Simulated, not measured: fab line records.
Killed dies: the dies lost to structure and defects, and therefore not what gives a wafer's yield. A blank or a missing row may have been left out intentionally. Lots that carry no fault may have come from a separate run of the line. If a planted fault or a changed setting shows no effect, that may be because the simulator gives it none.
Which of the tools did it?	flow gf180mcu	12 lots, 36 wafers sampled, at 1 step of a route of 602

== WHAT EACH GAUGE READ, for each wafer ==
GF_STI_THK_MEAS_02.
lot	measured	on	STI_OXIDATION_THK (nm)
L075	day 1 16:31	film-metro-02	10.13 10.18 10.21
L077	day 2 02:49	film-metro-02	9.78 10.02 9.99
L079	day 2 13:28	film-metro-01	10.01 9.93 9.99
L081	day 2 22:31	film-metro-02	9.96 9.93 9.89
L083	day 3 08:31	film-metro-02	10.12 10.04 9.94
L085	day 3 19:10	film-metro-03	10.16 9.77 9.84
L087	day 4 04:50	film-metro-01	9.95 9.79 9.91
L089	day 4 14:32	film-metro-03	9.82 9.63 9.80
L091	day 5 00:31	film-metro-03	9.69 9.61 9.76
L093	day 5 10:31	film-metro-02	9.96 9.80 9.86
L095	day 5 20:31	film-metro-02	9.86 10.03 9.97
L097	day 6 06:31	film-metro-01	9.92 9.84 9.90

== TOOL THAT RAN EACH LOT (tool first, then ch and the chambers of the sampled wafers, then the start) ==
Record: no process step prior to these readings.

== THE ANSWER, worked out from the rows above alone ==
Rule: what is usual is taken from the lots themselves. Put in order of their means at a reading, lots are off if they are a third of the lots or fewer, leave a main group of 4 or more, and stand apart from it by a gap of 3 or more times the standard deviation of the main group's means; of several such gaps the widest counts. A main group is skipped when, at the precision printed for the reading in the tables above, its means are all equal. A lot without any number at a reading at which 4 lots or more have one is off too. The other lots that the step has rows for count as sound.
No lot is off on any of the readings shown, so nothing can be concluded from this.

== WHAT THE SIMULATOR HAD PUT IN ==
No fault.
